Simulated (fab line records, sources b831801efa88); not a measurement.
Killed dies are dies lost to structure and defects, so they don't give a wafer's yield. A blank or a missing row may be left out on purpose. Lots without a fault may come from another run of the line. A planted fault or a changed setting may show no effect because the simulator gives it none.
Which tool did it? | flow sky130 | 24 lots, 72 wafers sampled, at 5 steps of a route of 708

WHAT THE GAUGES READ, wafer by wafer
SKY_CAPM_THK_MEAS_01.
lot  | measured     | on            | CAPM_CVD_00_THK (nm)
L074 | day 36 11:44 | film_metro-04 | 15.27 15.00 15.43
L075 | day 36 12:43 | film_metro-04 | 15.43 15.82 16.16
L076 | day 37 03:38 | film_metro-04 | 15.19 15.42 15.72
L077 | day 37 10:55 | film_metro-03 | 16.02 15.73 15.40
L078 | day 37 11:52 | film_metro-04 | 15.08 15.51 15.70
L080 | day 38 06:41 | film_metro-04 | 15.42 15.60 15.58
L079 | day 38 09:31 | film_metro-01 | 15.89 15.97 15.68
L081 | day 39 07:58 | film_metro-01 | 15.43 15.49 15.75
L082 | day 39 08:17 | film_metro-04 | 15.56 15.85 15.51
L083 | day 39 08:49 | film_metro-03 | 15.57 15.63 15.84
L084 | day 39 18:04 | film_metro-03 | 15.27 15.66 15.77
L085 | day 40 03:32 | film_metro-03 | 15.25 15.30 15.65
L086 | day 40 11:37 | film_metro-01 | 14.98 15.71 15.44
L087 | day 40 15:42 | film_metro-03 | 15.35 15.76 15.43
L088 | day 40 16:37 | film_metro-03 | 15.49 15.28 15.45
L089 | day 41 00:11 | film_metro-03 | 15.46 15.48 15.64
L090 | day 41 07:46 | film_metro-03 | 15.35 15.28 15.55
L091 | day 41 13:40 | film_metro-03 | 15.17 15.64 15.34
L092 | day 41 23:26 | film_metro-04 | 15.67 15.47 16.02
L093 | day 42 05:17 | film_metro-03 | 15.33 15.92 16.07
L094 | day 42 07:37 | film_metro-01 | 15.35 15.61 15.26
L095 | day 42 10:53 | film_metro-03 | 15.58 15.31 15.11
L096 | day 42 17:55 | film_metro-01 | 15.25 15.40 15.72
L097 | day 43 04:29 | film_metro-04 | 15.10 15.66 15.65

SKY_VIA3_THK_MEAS_23: measures by xrf.
lot  | measured     | on            | VIA3_W_THK (nm)
L074 | day 39 19:17 | film_metro-02 | 382 385 381
L075 | day 39 19:52 | film_metro-02 | 381 379 382
L076 | day 40 09:22 | film_metro-02 | 395 395 396
L077 | day 40 18:11 | film_metro-02 | 395 397 398
L078 | day 40 19:40 | film_metro-01 | 392 371 375
L080 | day 41 12:04 | film_metro-01 | 382 384 381
L079 | day 41 15:07 | film_metro-04 | 372 370 377
L081 | day 42 10:51 | film_metro-04 | 378 373 378
L082 | day 42 12:06 | film_metro-02 | 404 386 395
L083 | day 42 12:51 | film_metro-01 | 380 379 377
L084 | day 42 20:22 | film_metro-02 | 403 398 400
L085 | day 43 06:22 | film_metro-01 | 398 382 383
L086 | day 43 12:43 | film_metro-04 | 382 376 375
L087 | day 43 17:41 | film_metro-02 | 382 384 385
L088 | day 43 18:19 | film_metro-04 | 374 392 393
L089 | day 43 23:52 | film_metro-04 | 374 394 371
L090 | day 44 09:07 | film_metro-02 | 383 388 384
L091 | day 44 14:55 | film_metro-01 | 384 401 389
L092 | day 44 23:27 | film_metro-04 | 374 376 371
L093 | day 45 05:22 | film_metro-04 | 398 390 395
L094 | day 45 06:10 | film_metro-01 | 392 383 382
L095 | day 45 10:05 | film_metro-02 | 396 393 376
L096 | day 45 16:05 | film_metro-01 | 400 383 382
L097 | day 46 01:29 | film_metro-04 | 385 385 384

WHICH TOOL RAN EACH LOT (tool, then ch and the chambers of the sampled wafers, then the start)
lot  | SKY_VIA1_ETCH_15                   | SKY_VIA2_CVD_21               | SKY_METAL3_SPUTTER_00
L074 | rie_diel-01 ch 0,2,3, day 34 01:22 | cvd_w-01 ch 0,1, day 36 10:58 | pvd_sputter-01, day 36 11:34
L075 | rie_diel-04 ch 2,3, day 34 02:33   | cvd_w-01 ch 0,1, day 36 11:47 | pvd_sputter-01, day 36 12:33
L076 | rie_diel-02 ch 0,1,2, day 34 18:37 | cvd_w-01 ch 1, day 37 02:51   | pvd_sputter-03, day 37 03:28
L077 | rie_diel-02 ch 0,1,2, day 35 00:15 | cvd_w-01 ch 1, day 37 10:07   | pvd_sputter-03, day 37 10:44
L078 | rie_diel-04 ch 0,2,3, day 35 02:40 | cvd_w-02 ch 0,1, day 37 11:04 | pvd_sputter-03, day 37 11:40
L080 | rie_diel-04 ch 1,3, day 35 21:27   | cvd_w-01 ch 0,1, day 38 05:55 | pvd_sputter-03, day 38 06:29
L079 | rie_diel-02 ch 0,2,3, day 36 00:37 | cvd_w-01 ch 0,1, day 38 08:43 | pvd_sputter-02, day 38 09:20
L081 | rie_diel-04 ch 2,3, day 36 23:12   | cvd_w-02 ch 0,1, day 39 07:13 | pvd_sputter-02, day 39 07:46
L082 | rie_diel-02 ch 1,2, day 36 23:58   | cvd_w-02 ch 0,1, day 39 07:31 | pvd_sputter-01, day 39 08:05
L083 | rie_diel-04 ch 0,3, day 37 01:19   | cvd_w-01 ch 0,1, day 39 08:02 | pvd_sputter-02, day 39 08:38
L084 | rie_diel-04 ch 1,3, day 37 10:04   | cvd_w-02 ch 0,1, day 39 17:16 | pvd_sputter-03, day 39 17:53
L085 | rie_diel-04 ch 0,1,2, day 37 20:38 | cvd_w-02 ch 0,1, day 40 02:46 | pvd_sputter-03, day 40 03:22
L086 | rie_diel-01 ch 0,1, day 38 04:45   | cvd_w-02 ch 0,1, day 40 10:49 | pvd_sputter-01, day 40 11:26
L087 | rie_diel-01 ch 1,3, day 38 09:25   | cvd_w-02 ch 0,1, day 40 14:56 | pvd_sputter-02, day 40 15:31
L088 | rie_diel-04 ch 0,1,3, day 38 10:46 | cvd_w-02 ch 0,1, day 40 15:50 | pvd_sputter-02, day 40 16:26
L089 | rie_diel-04 ch 1,2,3, day 38 19:18 | cvd_w-01 ch 0,1, day 40 23:23 | pvd_sputter-03, day 41 00:00
L090 | rie_diel-02 ch 1,2,3, day 39 01:07 | cvd_w-02 ch 0,1, day 41 06:58 | pvd_sputter-02, day 41 07:35
L091 | rie_diel-04 ch 0,3, day 39 08:37   | cvd_w-01 ch 0,1, day 41 12:52 | pvd_sputter-01, day 41 13:29
L092 | rie_diel-01 ch 0,2,3, day 39 18:22 | cvd_w-01 ch 0,1, day 41 22:38 | pvd_sputter-03, day 41 23:15
L093 | rie_diel-04 ch 0,1,3, day 40 00:55 | cvd_w-01 ch 0,1, day 42 04:31 | pvd_sputter-02, day 42 05:07
L094 | rie_diel-01 ch 1,2, day 40 02:37   | cvd_w-02 ch 0,1, day 42 06:49 | pvd_sputter-01, day 42 07:26
L095 | rie_diel-04 ch 0,1, day 40 06:57   | cvd_w-02 ch 0,1, day 42 10:02 | pvd_sputter-02, day 42 10:41
L096 | rie_diel-04 ch 0,3, day 40 13:21   | cvd_w-02 ch 0,1, day 42 17:08 | pvd_sputter-01, day 42 17:43
L097 | rie_diel-02 ch 1,3, day 41 00:09   | cvd_w-02 ch 0,1, day 43 03:41 | pvd_sputter-01, day 43 04:17
- SKY_VIA1_ETCH_15: etches SiO2 in C4F8/O2/Ar, stops on TiN, target depth 351 nm, time 54 s.
- SKY_VIA2_CVD_21: deposits W, target thk 420 nm, time 126.4 s.
- SKY_METAL3_SPUTTER_00: material Ti, target thk 15 nm, time 10 s.

WHAT THE TOOLS THEMSELVES READ (means of the sampled wafers that have a number; where no wafer has one, the mark that the record gives instead)
SKY_VIA1_ETCH_15.
lot  | tool        | oes_product_au (a.u.)
L074 | rie_diel-01 | 0.971
L075 | rie_diel-04 | 0.979
L076 | rie_diel-02 | 0.979
L077 | rie_diel-02 | 0.978
L078 | rie_diel-04 | 0.972
L080 | rie_diel-04 | 0.983
L079 | rie_diel-02 | 0.983
L081 | rie_diel-04 | 0.982
L082 | rie_diel-02 | 0.983
L083 | rie_diel-04 | 0.981
L084 | rie_diel-04 | 0.979
L085 | rie_diel-04 | 0.977
L086 | rie_diel-01 | 0.982
L087 | rie_diel-01 | 0.973
L088 | rie_diel-04 | 0.981
L089 | rie_diel-04 | 0.981
L090 | rie_diel-02 | 0.983
L091 | rie_diel-04 | 0.978
L092 | rie_diel-01 | 0.977
L093 | rie_diel-04 | 0.971
L094 | rie_diel-01 | 0.982
L095 | rie_diel-04 | 0.976
L096 | rie_diel-04 | 0.971
L097 | rie_diel-02 | 0.979

SKY_VIA2_CVD_21.
lot  | tool     | heater_power_w (W)
L074 | cvd_w-01 | 861
L075 | cvd_w-01 | 842
L076 | cvd_w-01 | 905
L077 | cvd_w-01 | 906
L078 | cvd_w-02 | 813
L080 | cvd_w-01 | 882
L079 | cvd_w-01 | 853
L081 | cvd_w-02 | 834
L082 | cvd_w-02 | 784
L083 | cvd_w-01 | 858
L084 | cvd_w-02 | 785
L085 | cvd_w-02 | 852
L086 | cvd_w-02 | 844
L087 | cvd_w-02 | 835
L088 | cvd_w-02 | 781
L089 | cvd_w-01 | 860
L090 | cvd_w-02 | 838
L091 | cvd_w-01 | 864
L092 | cvd_w-01 | 891
L093 | cvd_w-01 | 861
L094 | cvd_w-02 | 829
L095 | cvd_w-02 | 786
L096 | cvd_w-02 | 823
L097 | cvd_w-02 | 837

SKY_METAL3_SPUTTER_00.
lot  | tool           | cathode_dc_power_W (W) | throttle_valve_pct (%)
L074 | pvd_sputter-01 | 3000.1                 | 29.5
L075 | pvd_sputter-01 | 2999.9                 | 29.4
L076 | pvd_sputter-03 | 2999.3                 | 31.0
L077 | pvd_sputter-03 | 2999.6                 | 31.0
L078 | pvd_sputter-03 | 3000.3                 | 30.8
L080 | pvd_sputter-03 | 3000.4                 | 30.9
L079 | pvd_sputter-02 | 3000.1                 | 29.7
L081 | pvd_sputter-02 | 3000.4                 | 30.5
L082 | pvd_sputter-01 | 2999.9                 | 29.4
L083 | pvd_sputter-02 | 3000.1                 | 29.9
L084 | pvd_sputter-03 | 3000.0                 | 31.0
L085 | pvd_sputter-03 | 2999.8                 | 30.7
L086 | pvd_sputter-01 | 3000.0                 | 29.6
L087 | pvd_sputter-02 | 3000.1                 | 29.9
L088 | pvd_sputter-02 | 2999.7                 | 29.9
L089 | pvd_sputter-03 | 3000.4                 | 30.9
L090 | pvd_sputter-02 | 2999.5                 | 29.6
L091 | pvd_sputter-01 | 2999.8                 | 30.0
L092 | pvd_sputter-03 | 3000.2                 | 31.0
L093 | pvd_sputter-02 | 2999.7                 | 29.8
L094 | pvd_sputter-01 | 3000.3                 | 29.5
L095 | pvd_sputter-02 | 2999.8                 | 29.9
L096 | pvd_sputter-01 | 3000.0                 | 28.9
L097 | pvd_sputter-01 | 3000.2                 | 29.0

THE ANSWER, worked out from the rows above alone
Rule: what is usual is taken from the lots themselves. Put in order of their means at a reading, lots are off if they are a third of the lots or fewer, leave a main group of 4 or more, and stand apart from it by a gap of 3 or more times the standard deviation of the main group's means; of several such gaps the widest counts. A main group whose means are all the same, to the digits that the tables above print for the reading, isn't used. A lot without any number at a reading at which 4 lots or more have one is off too. The other lots that the step has rows for count as sound. The gauges are gone through in route order, then the tools' own readings, and for those a lot's mean is taken as printed above. The first step at which some lot is off is used, and at that step the reading that is off furthest; a lot without a number counts as furthest.
No lot is off at any reading shown: from this, nothing can be told.

WHAT THE SIMULATOR HAD PUT IN
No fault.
